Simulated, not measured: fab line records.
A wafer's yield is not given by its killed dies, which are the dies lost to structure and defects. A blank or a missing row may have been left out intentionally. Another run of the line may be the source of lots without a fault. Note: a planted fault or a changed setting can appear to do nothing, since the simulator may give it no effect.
Problem report, 8D (eight disciplines) form, completed by code    flow gf180mcu    the parts of the form that need people (team, actions taken, sign-off) are left out

## 1. WHAT IS WRONG
At GF_MIM_SPUTTER_00, chamberPressurePa averages 2.154 Pa over 5 wafers from 3 lots, while fault-free wafers read 2.000 Pa, standard deviation 0.0042. Relative to the usual mean, that is a shift of +37 standard deviations.
The step: material Ti, target thk 37.5 nm, time 150 s.
Earliest sighting: wafer L989.2 on pvdSputter-03 at day 28 06:04. The record holds 21 wafers of 7 lots with a number at this step. Rule for "out", or "out of limits": more than 4 standard deviations from the usual mean. The rest of the wafers with a number are treated as sound.

## 2. WHAT IT IS; WHAT IT IS NOT
question                     is                                      is not
which readings at this step  chamberPressurePa                       throttleValvePct
which lots                   L989, L990, L991                        L100, L979, L982, L997
which wafers of those lots   L989.2, L989.6, L990.2, L990.5, L991.5  L989.3, L990.6, L991.1, L991.2
read on which tools          pvdSputter-03                           pvdSputter-02, pvdSputter-04
when                         from day 28 06:04                       up to then (7 sound wafers); but 9 sound wafers of L100, L990, L991, L997 came after

## 3. THE SUSPECTS, EACH WITH WHAT RULES IT OUT
Counting: if a tool at a process step up to the reading ran every lot that is out, it stays a suspect. Sound lots after the first of them don't rule it out here, since some wafers of a struck lot are sound.
- cmp-01 at GF_V4_CMP_26 (polishes, stops on SiO2, t overpolish 15 s, target thk 0 nm): kept. It ran every lot that is out, first L989 (day 28 05:46); its last sound lot up to then is L979 (day 24 23:55).
- pvdSputter-03 at GF_MIM_SPUTTER_00 (material Ti, target thk 37.5 nm, time 150 s): kept. It ran every lot that is out, first L989 (day 28 06:04); its last sound lot up to then is L982 (day 26 19:04). On those wafers its own readings are out: chamberPressurePa.
Left after counting: cmp-01 at GF_V4_CMP_26, pvdSputter-03 at GF_MIM_SPUTTER_00.

## 4. THE CAUSE (what the simulator had put in)
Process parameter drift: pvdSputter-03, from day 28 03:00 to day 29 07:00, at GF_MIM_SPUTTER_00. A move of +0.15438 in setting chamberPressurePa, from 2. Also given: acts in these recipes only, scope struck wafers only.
Counting leaves 2 suspects; this tool is one of them.

## 5. SEQUENCE OF EFFECTS, ordered by route
Each row: a reading whose mean over the struck wafers that have a number lies more than 3 standard deviations from the usual. Readings are gone through only where the record gives a usual standard deviation; hours: the median, over the lots, of the time from a lot's start at the first step in this table giving one to that lot's start at this step; sigmas: the change measured in usual standard deviations.
hours  step               reading            usual     on struck wafers  change  sigmas
0      GF_MIM_SPUTTER_00  chamberPressurePa  2.000 Pa  2.154             +0.154  +37
Here are the process steps it includes:
- GF_MIM_SPUTTER_00: material Ti, target thk 37.5 nm, time 150 s.

## 6. WHAT WOULD HAVE CAUGHT IT SOONER
First out-of-limits reading in this record: day 28 06:04, which is 3 hours after fault onset at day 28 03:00.
